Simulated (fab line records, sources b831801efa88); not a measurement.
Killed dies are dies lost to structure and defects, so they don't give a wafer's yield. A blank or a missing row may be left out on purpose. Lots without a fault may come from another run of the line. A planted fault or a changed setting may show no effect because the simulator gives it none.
Problem report in the 8D (eight disciplines) form, filled by code | flow sky130 | the parts of the form that need people (team, actions taken, sign-off) are left out

1. THE PROBLEM
dose_ions_cm2 at SKY_LDD_N_IMPLANT_09 reads a mean of 6.665e+13 on 9 wafers of 3 lots; wafers without a fault read 7.501e+13 with a standard deviation of 7.4e+10. That is -99 or more standard deviations from the usual mean.
First seen on wafer L507.2, day 23 16:13, on implanter-03. The record holds 21 wafers of 7 lots with a number at this step. Rule for "out", or "out of limits": more than 4 standard deviations from the usual mean. The other wafers with a number count as sound.

2. WHAT IT IS AND WHAT IT IS NOT
question                    | is                     | is not
which readings at this step | dose_ions_cm2          | -
which lots                  | L507, L508, L509       | L494, L500, L512, L514
which wafers of those lots  | all that have a number | -
read on which tools         | implanter-03           | implanter-01, implanter-02
when                        | from day 23 16:13      | up to then (6 sound wafers); but 6 sound wafers of L512, L514 came after

3. SUSPECTS, AND WHAT RULES EACH OUT
Counting: a tool at a process step up to the reading stays a suspect if it ran every lot that is out and no sound lot after the first of them.
- implanter-03 at SKY_LDD_N_IMPLANT_09: kept. It ran every lot that is out, first L507 (day 23 16:13), and no sound lot after that; its last sound lot up to then is L500 (day 21 06:28). Its own readings are out on those wafers: dose_ions_cm2.
Left after counting: implanter-03 at SKY_LDD_N_IMPLANT_09.

4. THE CAUSE (what the simulator had put in)
Process parameter drift: implanter-03, from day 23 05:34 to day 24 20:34, at SKY_LDD_N_IMPLANT_09. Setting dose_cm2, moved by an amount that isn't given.
Counting left only this tool.

5. THE CHAIN OF EFFECTS, in route order
Each row: a reading whose mean over the struck wafers that have a number lies more than 3 standard deviations from the usual. Only readings for which the record gives a usual standard deviation are gone through. hours: the time from each lot's start at the first step in this table that gives one to its start at this step, as a median over the lots. sigmas: the change in usual standard deviations.
hours | step                 | reading            | usual     | on struck wafers | change     | sigmas
0     | SKY_LDD_N_IMPLANT_09 | dose_ions_cm2      | 7.501e+13 | 6.665e+13        | -8.362e+12 | -99 or more
0     | SKY_LDD_N_IMPLANT_09 | faraday_current_uA | 421       | 371              | -50        | -5.7
The process steps in it:
- SKY_LDD_N_IMPLANT_09

6. WHAT WOULD HAVE CAUGHT IT SOONER
In this record the first reading out of limits was taken at day 23 16:13, 11 hours after the fault began at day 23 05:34.
